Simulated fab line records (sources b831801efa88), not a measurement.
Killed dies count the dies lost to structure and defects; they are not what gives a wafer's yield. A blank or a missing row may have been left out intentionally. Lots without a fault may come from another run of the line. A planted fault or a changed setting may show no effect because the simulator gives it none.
Matching of chambers :: flow sky130 :: SKY_LI_CONTACT_ETCH_15 on rie-diel-03: 4 sister chambers
The step etches PSG in C4F8/O2/Ar, stops on Si, target depth 600 nm. 4 wafers are shown with their chamber, then 10 later ones without.

## EACH WAFER AND ITS CHAMBER
wafer: L090.1
chamber: 2
oes-product-au (a.u.): 0.838

wafer: L090.3
chamber: 3
oes-product-au (a.u.): 0.838

wafer: L090.4
chamber: 1
oes-product-au (a.u.): 0.839

wafer: L090.5
chamber: 0
oes-product-au (a.u.): 0.833

## WAFERS WHOSE CHAMBER IS MISSING
wafer: L090.6
oes-product-au (a.u.): 0.837

wafer: L091.1
oes-product-au (a.u.): 0.837

wafer: L091.2
oes-product-au (a.u.): 0.838

wafer: L091.6
oes-product-au (a.u.): 0.836

wafer: L095.1
oes-product-au (a.u.): 0.834

wafer: L095.4
oes-product-au (a.u.): 0.829

wafer: L095.6
oes-product-au (a.u.): 0.836

wafer: L097.2
oes-product-au (a.u.): 0.835

wafer: L097.3
oes-product-au (a.u.): 0.841

wafer: L097.4
oes-product-au (a.u.): 0.836

## WHICH CHAMBER EACH WENT THROUGH
wafer: L090.6
from the rows above: can't be placed: 2 or 3 or 1 or 0
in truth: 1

wafer: L091.1
from the rows above: can't be placed: 2 or 3 or 1 or 0
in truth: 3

wafer: L091.2
from the rows above: can't be placed: 2 or 3 or 1
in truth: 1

wafer: L091.6
from the rows above: can't be placed: 2 or 3 or 0 or 1
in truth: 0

wafer: L095.1
from the rows above: can't be placed: 0 or 2 or 3
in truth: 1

wafer: L095.4
from the rows above: 0
in truth: 0

wafer: L095.6
from the rows above: can't be placed: 2 or 3 or 0 or 1
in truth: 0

wafer: L097.2
from the rows above: can't be placed: 0 or 2 or 3 or 1
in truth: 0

wafer: L097.3
from the rows above: can't be placed: 1 or 2 or 3
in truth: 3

wafer: L097.4
from the rows above: can't be placed: 2 or 3 or 0 or 1
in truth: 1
Correct placement for 1 of the 10. Not placeable from these rows: 9 (in 8, the candidates include the true chamber). Placed wrongly: 0.
How it was worked out, from the rows above alone: a wafer's distance from a chamber is the root of the sum, over the readings, of the square of ((its reading less the chamber's mean) divided by the reading's scatter). The wafer belongs to the nearest chamber; if the next one is less than 2 further off, it can't be placed. The mean given for a chamber averages the wafers shown for that chamber. The scatter (one wafer shown for each chamber): square how far every hidden wafer sits from the nearest shown wafer, average those squares and take the square root.
